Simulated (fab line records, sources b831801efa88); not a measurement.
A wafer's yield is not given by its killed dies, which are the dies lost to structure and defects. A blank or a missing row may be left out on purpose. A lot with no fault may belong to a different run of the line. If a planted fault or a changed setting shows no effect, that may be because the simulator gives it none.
A single fault, viewed from 2 desks / flow sky130 / each desk holds nothing but its own numbers, with what lay behind them at the end

THE TOOL OWNER'S DESK: plasma_asher-01
The tool's own readings at SKY_POLY_GATE_STRIP_18 (strips in O2/N2): means of the sampled wafers that have a number, for each lot that ran on this tool. Any lot whose mean is over 4 standard deviations away from the usual mean is out of limits and marked OUT; that distance is given in the brackets.
Columns: A = drypump_motor_current_A at SKY_POLY_GATE_STRIP_18, usual 5.6 A; B = n2_flow_sccm at SKY_POLY_GATE_STRIP_18, usual 299.9 sccm; C = oes_product_au at SKY_POLY_GATE_STRIP_18, usual 0.361 a.u.; D = strip_time_to_endpoint_s at SKY_POLY_GATE_STRIP_18, usual 3.18 s
lot=L475; first seen here=day 16 08:47; A=5.5; B=299.6; C=0.363; D=3.21
lot=L478; first seen here=day 18 10:01; A=5.4; B=300.7; C=0.363; D=3.16
lot=L480; first seen here=day 18 19:14; A=5.2; B=359.7 (+79) OUT; C=0.357; D=3.15
lot=L481; first seen here=day 18 23:56; A=5.2; B=360.5 (+80) OUT; C=0.360; D=3.16
lot=L482; first seen here=day 19 06:17; A=5.2; B=359.2 (+78) OUT; C=0.361; D=3.18
lot=L491; first seen here=day 22 13:04; A=5.2; B=298.8; C=0.360; D=3.14
lot=L492; first seen here=day 22 17:31; A=5.4; B=300.3; C=0.362; D=3.14
lot=L493; first seen here=day 23 17:44; A=5.4; B=299.8; C=0.360; D=3.19
lot=L495; first seen here=day 24 12:17; A=5.2; B=300.5; C=0.363; D=3.16
lot=L497; first seen here=day 24 18:56; A=5.2; B=299.6; C=0.361; D=3.20
This desk's verdict: out of limits on L480, L481, L482, starting with L480 at day 18 19:14 (n2_flow_sccm at SKY_POLY_GATE_STRIP_18). Within limits: L475, L478, L491, L492, L493, L495, L497.

THE METROLOGY DESK
What the gauges read for every lot (on any tool): the sampled wafers with a number, averaged. Any lot whose mean is over 4 standard deviations away from the usual mean is out of limits and marked OUT; that distance is given in the brackets.
Columns: A = VT_ADJUST_NCORE_OVL at SKY_VT_ADJUST_NCORE_OVL_MEAS_08, usual -0.3 nm; B = cd_nm at SKY_SONOS_ONO_CD_MEAS_13, usual 410.6 nm; C = LDD_P_OVL at SKY_LDD_P_OVL_MEAS_08, usual 0.8 nm
lot=L475; first seen here=day 8 18:17; A=0.7; B=409.2; C=0.5
lot=L476; first seen here=day 9 00:08; A=-3.1; B=410.6; C=0.7
lot=L478; first seen here=day 10 05:07; A=-1.3; B=412.7; C=-1.3
lot=L480; first seen here=day 10 08:44; A=-1.8; B=413.7; C=0.0
lot=L481; first seen here=day 10 15:28; A=-1.6; B=412.3; C=-0.3
lot=L482; first seen here=day 10 22:22; A=-1.4; B=410.1; C=0.7
lot=L490; first seen here=day 13 00:50; A=-0.4; B=408.8; C=2.8
lot=L491; first seen here=day 13 10:53; A=-0.2; B=406.8; C=0.9
lot=L492; first seen here=day 13 15:03; A=-1.0; B=409.5; C=-0.9
lot=L494; first seen here=day 14 09:38; A=0.2; B=408.1; C=2.0
lot=L493; first seen here=day 14 10:34; A=0.0; B=406.8; C=1.0
lot=L495; first seen here=day 15 04:44; A=1.7; B=411.6; C=-0.8
lot=L497; first seen here=day 15 06:50; A=0.0; B=414.0; C=1.8
This desk's finding: nothing out of limits on any of the 13 lots.

PUT TOGETHER
The tool owner's desk could have raised an alarm at day 18 19:14, on L480, L481, L482.
From the metrology desk's view, nothing was out of limits.
The metrology desk has L480, L481, L482 on record, within its limits.
The lots listed all ran SKY_POLY_GATE_STRIP_18 on plasma_asher-01.

WHAT THE SIMULATOR PUT IN
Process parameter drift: plasma_asher-01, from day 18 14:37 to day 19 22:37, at SKY_POLY_GATE_STRIP_18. A move of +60 in setting n2_flow_sccm, from 300. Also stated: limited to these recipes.
Struck lots among those shown: L480, L481, L482.
Hours from the fault's start to each desk's first reading out of limits: the tool owner's desk, 5.
